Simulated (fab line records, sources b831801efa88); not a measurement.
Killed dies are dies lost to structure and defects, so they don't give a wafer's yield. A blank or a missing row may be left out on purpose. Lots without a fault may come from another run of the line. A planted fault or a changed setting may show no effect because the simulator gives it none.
Chamber matching | flow gf180mcu | GF_V3_CMP_26 on cmp-02: 4 sister chambers
The step polishes, stops on SiO2, t overpolish 15.98 s, target thk 0 nm. 4 wafers are shown with their chamber, then 11 later ones without.

WAFERS WITH THEIR CHAMBER
wafer  | chamber | motor_current_A (A)
L078.3 | 2       | 10.7
L080.6 | 3       | 11.3
L085.6 | 1       | 10.2
L086.1 | 0       | 9.5

WAFERS WITHOUT THEIR CHAMBER
wafer  | motor_current_A (A)
L086.3 | 10.8
L086.6 | 10.1
L089.2 | 11.5
L089.3 | 10.3
L089.4 | 10.5
L093.1 | 11.1
L093.4 | 9.6
L093.6 | 10.1
L097.2 | 11.3
L097.5 | 10.0
L097.6 | 11.3

WHICH CHAMBER EACH WENT THROUGH
wafer  | from the rows above     | in truth
L086.3 | 2                       | 2
L086.6 | 1                       | 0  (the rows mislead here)
L089.2 | 3                       | 3
L089.3 | 1                       | 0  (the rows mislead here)
L089.4 | can't be placed: 2 or 1 | 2
L093.1 | can't be placed: 3 or 2 | 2
L093.4 | 0                       | 0
L093.6 | 1                       | 1
L097.2 | 3                       | 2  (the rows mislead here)
L097.5 | 1                       | 1
L097.6 | 3                       | 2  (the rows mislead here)
Placed correctly: 5 of 11. Can't be placed from these rows: 2 (the true chamber is among the candidates in 2). Placed wrongly: 4.
How it was worked out, from the rows above alone: a wafer's distance from a chamber is the root of the sum, over the readings, of the square of ((its reading less the chamber's mean) divided by the reading's scatter). The wafer belongs to the nearest chamber; if the next one is less than 2 further off, it can't be placed. A chamber's mean is the mean of its shown wafers. The scatter: with one shown wafer a chamber, the root of the mean of the squares of how far each hidden wafer lies from its nearest shown one.
